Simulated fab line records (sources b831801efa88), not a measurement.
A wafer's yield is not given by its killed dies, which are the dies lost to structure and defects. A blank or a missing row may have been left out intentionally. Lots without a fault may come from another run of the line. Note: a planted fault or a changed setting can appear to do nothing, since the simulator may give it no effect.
A single fault, viewed from 2 desks -- flow sky130 -- numbers are kept per desk, each desk with only its own; the story behind them comes last

== FOR THE TOOL OWNER'S DESK: cmp-01 ==
The tool's own readings at SKY_VIA3_CMP_02 (polishes SiO2): means of the sampled wafers that have a number, for each lot that ran on this tool. The brackets show how far a lot's mean lies from the usual mean; more than 4 standard deviations puts the lot out of limits, marked OUT.
Columns: A = head_pressure_psi at SKY_VIA3_CMP_02, usual 4.001 psi; B = motor_current_A at SKY_VIA3_CMP_02, usual 12.6 A; C = slurry_filter_dp_kPa at SKY_VIA3_CMP_02, usual 13.49 kPa; D = slurry_flow_ml_min at SKY_VIA3_CMP_02, usual 150.0
lot,first seen here,A,B,C,D
L499,day 40 15:31,4.007,14.3,13.60,149.9
L504,day 40 19:46,4.001,14.2,13.45,150.2
L506,day 41 06:56,4.001,13.7,13.52,149.9
L511,day 42 14:23,4.016,13.2,13.58,150.0
L512,day 43 00:29,3.998,13.6,13.36,150.1
This desk found nothing out of limits on any of the 5 lots.

== METROLOGY DESK ==
Lot by lot, what the gauges showed, no matter which tool ran the lot: averages of those sampled wafers that carry a number. The brackets show how far a lot's mean lies from the usual mean; more than 4 standard deviations puts the lot out of limits, marked OUT.
Columns: A = SONOS_ONO_OVL at SKY_SONOS_ONO_OVL_MEAS_14, usual 0.1 nm; B = GATE_OXIDE_OXIDATION_00_THK at SKY_GATE_OXIDE_THK_MEAS_02, usual 10.22 nm
lot,first seen here,A,B
L498,day 12 19:37,0.5,10.11
L499,day 14 19:08,1.4,10.29
L502,day 14 21:41,-1.4,10.25
L504,day 14 21:57,1.1,10.22
L505,day 15 04:40,0.4,10.15
L506,day 15 08:37,-0.5,10.23
L511,day 17 05:20,0.7,10.31
L512,day 17 17:40,-0.6,10.44
L517,day 19 14:43,0.1,10.13
L516,day 19 15:04,-1.6,10.04
L518,day 19 17:44,2.0,10.42
This desk found nothing out of limits on any of the 11 lots.

== ALL TOGETHER ==
Nothing out of limits was seen by the tool owner's desk.
From the metrology desk's view, nothing was out of limits.

== WHAT THE SIMULATOR PUT IN ==
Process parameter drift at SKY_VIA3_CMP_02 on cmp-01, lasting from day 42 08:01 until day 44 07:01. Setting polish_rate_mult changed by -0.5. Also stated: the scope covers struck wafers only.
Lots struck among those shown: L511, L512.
